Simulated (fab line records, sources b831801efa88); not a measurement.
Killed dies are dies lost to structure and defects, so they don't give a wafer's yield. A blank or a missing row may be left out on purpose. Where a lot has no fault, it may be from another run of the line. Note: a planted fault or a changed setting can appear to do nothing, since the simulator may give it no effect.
Matching of chambers    flow sky130    SKY_LI_CONTACT_CMP_24 on cmp-01: 4 sister chambers
The step polishes, stops on PSG, t overpolish 20 s, target thk 0 nm. 8 wafers are shown with their chamber, then 7 later ones without.

== WAFERS WITH THEIR CHAMBER ==
wafer   chamber  time_to_endpoint_s (s)  motor_current_A (A)
L623.4  3        93                      11.1
L624.1  1        98                      12.1
L624.5  0        92                      12.6
L634.1  1        97                      13.2
L634.2  2        101                     11.8
L634.6  3        91                      11.1
L640.1  0        97                      12.7
L640.2  2        105                     12.1

== WAFERS MISSING THEIR CHAMBER ==
wafer   time_to_endpoint_s (s)  motor_current_A (A)
L640.4  94                      11.2
L639.2  104                     11.0
L639.4  98                      11.2
L639.6  100                     12.4
L641.1  89                      13.1
L641.4  95                      11.3
L641.5  91                      11.0

== CHAMBER TAKEN BY EACH ==
wafer   from the rows above                in truth
L640.4  3                                  3
L639.2  2                                  2
L639.4  can't be placed: 3 or 2 or 1 or 0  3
L639.6  can't be placed: 1 or 2 or 0       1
L641.1  can't be placed: 0 or 1            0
L641.4  can't be placed: 3 or 0            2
L641.5  3                                  3
Placed correctly: 3 of 7. Can't be placed from these rows: 4 (the true chamber is among the candidates in 3). Placed wrongly: 0.
How it was worked out, from the rows above alone: a wafer's distance from a chamber is the root of the sum, over the readings, of the square of ((its reading less the chamber's mean) divided by the reading's scatter). The wafer belongs to the nearest chamber; if the next one is less than 2 further off, it can't be placed. A chamber's mean is the mean of its shown wafers. The scatter is the square root of a quotient: the sum, over the shown wafers, of each reading's squared deviation from its chamber's mean, divided by wafers minus chambers.
